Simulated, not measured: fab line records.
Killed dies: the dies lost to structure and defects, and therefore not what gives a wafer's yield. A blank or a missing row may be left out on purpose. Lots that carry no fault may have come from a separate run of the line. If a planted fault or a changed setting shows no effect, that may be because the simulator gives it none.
A struck lot beside a sound one | flow sky130 | 14 steps out of a route of 708
Sound: the wafers L799.2, L799.4, L799.5. Wafers L811.4, L811.5, L811.6 were the ones struck. The cause comes at the end.
Order at every step that has rows: each side's tool, ch and its chambers, its first start. Under that, the readings that differ: sound wafers | struck wafers | difference of the means | sigmas: that difference in standard deviations of wafers without a fault.
alike: readings whose means differ by less than 2 such deviations, and words and numbers that are the same on both sides. not compared: withheld readings, readings that some wafer has no value for, bounds like >300 that may hide the same value, and numbers for which the record gives no deviation and whose values overlap.
The two part at a step that has a row with sigmas, a row that says differs or no value, or rows on one side only. Non-overlapping numbers with no deviation appear without sigmas and do not part them. Lack of a reading on every wafer of one side parts them only where that side has two or more wafers.

first, 3 steps without rows for these wafers: SKY_METAL4_CLEAN_21 (cleans in IPA, time 180 s); SKY_METAL4_CLEAN_22 (cleans in O3/DIW); SKY_VIA4_HDPCVD_00 (deposits SiO2, target thk 1750 nm, time 291.7 s).
SKY_VIA4_THK_MEAS_01:
  sound on film metro-01 at day 44 06:38; struck on film metro-01 at day 47 07:01
  alike: VIA4_HDPCVD_THK
SKY_VIA4_CMP_02: polishes SiO2.
  sound on cmp-02 ch 0,1, day 44 06:44; struck on cmp-01 ch 0,2,3, day 47 07:08
  alike: motor current A
SKY_VIA4_BOW_MEAS_03:
  sound on film metro-02 at day 44 07:02; struck on film metro-02 at day 47 07:24
  alike: VIA4_BOW
then, 6 steps without rows for these wafers: SKY_VIA4_DEHYDRATE_04 (time 60 s); SKY_VIA4_HMDS_05 (prime time 60 s); SKY_VIA4_COAT_06 (resist thk 1140 nm); SKY_VIA4_SOFTBAKE_07 (time 58.38 s); SKY_VIA4_EXPOSE_08 (exposes mask VIM4, target cd 800 nm); SKY_VIA4_PEB_09.
SKY_VIA4_DEVELOP_10: develop time 60 s.
  sound on litho track-04 ch 0, day 45 03:41; struck on litho track-04, day 48 02:56
  no value came back on the struck wafers for chill plate temp C (C), develop time s (s); on the sound wafers chill plate temp C (C) reads 22.81 22.92 22.78
SKY_VIA4_OVL_MEAS_11:
  sound on overlay-02 at day 45 03:49; struck on overlay-01 at day 48 03:02
  reading       | sound          | struck | difference                    | sigmas
  VIA4_OVL (nm) | -0.4 -2.3 -2.7 | - - -  | no value on the struck wafers |

WHERE THEY PART
First at SKY_VIA4_DEVELOP_10; last, within this record, at SKY_VIA4_OVL_MEAS_11.

WHY: whatever the simulator had introduced
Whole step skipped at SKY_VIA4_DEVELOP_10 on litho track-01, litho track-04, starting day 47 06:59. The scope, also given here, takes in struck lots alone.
